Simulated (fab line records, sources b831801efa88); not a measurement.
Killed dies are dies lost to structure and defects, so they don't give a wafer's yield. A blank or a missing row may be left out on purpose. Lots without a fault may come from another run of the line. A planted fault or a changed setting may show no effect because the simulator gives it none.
Chamber matching | flow gf180mcu | GF_V4_CVD_02 on pecvd-02: 3 sister chambers
The step deposits SiO2 from TEOS, target thk 850 nm, time 94.851 s. 14 wafers are shown with their chamber, then 7 later ones without.

WAFERS WITH THEIR CHAMBER
wafer  | chamber | heater_power_w (W) | heater_power_outer_w (W) | rf_fwd_power_W (W)
L826.1 | 1       | 543                | 304                      | 594.7
L826.2 | 2       | 824                | 471                      | 597.5
L826.3 | 0       | 739                | 395                      | 594.8
L828.4 | 2       | 658                | 351                      | 596.8
L828.5 | 0       | 892                | 512                      | 598.1
L828.6 | 1       | 529                | 310                      | 595.2
L829.1 | 0       | 894                | 514                      | 595.5
L829.2 | 2       | 776                | 436                      | 601.0
L829.5 | 2       | 815                | 463                      | 601.8
L832.1 | 2       | 705                | 383                      | 600.4
L832.2 | 0       | 834                | 454                      | 594.1
L832.4 | 2       | 753                | 416                      | 599.9
L833.1 | 1       | 427                | 230                      | 595.3
L833.4 | 2       | 817                | 467                      | 596.4

SIGNATURES (means of the wafers above)
reading              | chamber 0 | chamber 1 | chamber 2 | scatter within a chamber
heater_power_w       | 839.75    | 499.67    | 764.00    | 66
heater_power_outer_w | 468.75    | 281.33    | 426.71    | 48.9
rf_fwd_power_W       | 595.625   | 595.067   | 599.114   | 1.85
Rule: a wafer's distance from a chamber is the root of the sum, over the readings, of the square of ((its reading less the chamber's mean) divided by the reading's scatter). The wafer belongs to the nearest chamber; if the next one is less than 2 further off, it can't be placed. The scatter: the root of (the sum of the squares of (reading less its chamber's mean) over the shown wafers, divided by (wafers less chambers)).

WAFERS WITHOUT THEIR CHAMBER
wafer  | heater_power_w (W) | heater_power_outer_w (W) | rf_fwd_power_W (W)
L833.5 | 496                | 269                      | 598.9
L837.4 | 429                | 221                      | 599.4
L837.5 | 915                | 501                      | 597.0
L837.6 | 808                | 465                      | 597.8
L840.1 | 728                | 417                      | 601.6
L840.4 | 790                | 448                      | 600.5
L840.5 | 533                | 312                      | 596.1

WHICH CHAMBER EACH WENT THROUGH
wafer  | from the rows above     | in truth
L833.5 | 1                       | 1
L837.4 | 1                       | 1
L837.5 | can't be placed: 0 or 2 | 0
L837.6 | can't be placed: 2 or 0 | 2
L840.1 | 2                       | 2
L840.4 | can't be placed: 2 or 0 | 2
L840.5 | 1                       | 1
Placed correctly: 4 of 7. Can't be placed from these rows: 3 (the true chamber is among the candidates in 3). Placed wrongly: 0.
